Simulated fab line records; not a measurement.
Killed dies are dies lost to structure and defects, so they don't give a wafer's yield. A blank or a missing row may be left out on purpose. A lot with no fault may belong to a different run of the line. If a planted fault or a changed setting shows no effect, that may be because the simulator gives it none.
2 desks, one fault + flow gf180mcu + each desk has only its own numbers; what lay behind them comes last

METROLOGY DESK
Means of the sampled wafers that have a number, per lot and without regard to the tool the lot ran on: this is what the gauges read. Any lot whose mean is over 4 standard deviations away from the usual mean is out of limits and marked OUT; that distance is given in the brackets.
Columns: A = cd nm at GF_M4_CD_MEAS_14, usual 280.2 nm; B = M4_OVL at GF_M4_OVL_MEAS_15, usual 1 nm; C = V4_CVD_00_THK at GF_V4_THK_MEAS_01, usual 601 nm; D = V4_CVD_02_THK at GF_V4_THK_MEAS_03, usual 844 nm; E = V4_BOW at GF_V4_BOW_MEAS_05, usual 132 um
| lot  | first seen here | A     | B  | C   | D              | E   |
|------|-----------------|-------|----|-----|----------------|-----|
| L489 | day 24 03:50    | 280.6 | 5  | 597 | 844            | 126 |
| L498 | day 27 11:01    | 280.5 | 2  | 602 | 834            | 135 |
| L499 | day 27 16:13    | 282.2 | 8  | 602 | 788 (-4.3) OUT | 122 |
| L501 | day 28 04:52    | 281.1 | 1  | 596 | 818            | 130 |
| L504 | day 29 02:13    | 279.5 | -2 | 604 | 852            | 138 |
| L510 | day 31 01:19    | 279.4 | 1  | 598 | 852            | 135 |
Per this desk, out of limits: L499; the first was L499, day 27 17:14 (V4_CVD_02_THK at GF_V4_THK_MEAS_03). Within limits: L489, L498, L501, L504, L510.

THE TOOL OWNER'S DESK: pecvd-04
The tool's own readings at GF_V4_CVD_02 (deposits SiO2 from TEOS, target thk 850 nm, time 94.851 s): means of the sampled wafers that have a number, for each lot that ran on this tool. Any lot whose mean is over 4 standard deviations away from the usual mean is out of limits and marked OUT; that distance is given in the brackets.
Columns: A = heater power w at GF_V4_CVD_02, usual 668 W; B = rf fwd power W at GF_V4_CVD_02, usual 597.0 W
| lot  | first seen here | A   | B               |
|------|-----------------|-----|-----------------|
| L498 | day 27 12:05    | 772 | 596.2           |
| L499 | day 27 17:09    | 724 | 503.4 (-52) OUT |
| L501 | day 28 05:48    | 714 | 501.3 (-53) OUT |
This desk finds L499, L501 out of limits, L499 being first, at day 27 17:09 (rf fwd power W at GF_V4_CVD_02). Within limits: L498.

TAKEN TOGETHER
An alarm could have come from the tool owner's desk at day 27 17:09, on L499, L501.
At day 27 17:14 the metrology desk could have sounded an alarm, on L499.
The metrology desk has L501 on record, within its limits.
On pecvd-04, each named lot ran GF_V4_CVD_02.

WHAT WAS PUT IN BY THE SIMULATOR
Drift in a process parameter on pecvd-04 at GF_V4_CVD_02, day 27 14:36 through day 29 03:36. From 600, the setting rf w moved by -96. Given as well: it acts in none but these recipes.
Shown lots that were struck: L499, L501.
Delay (hours) between the fault's onset and each desk's first out-of-limits reading: 3 at the tool owner's desk, 3 at the metrology desk.
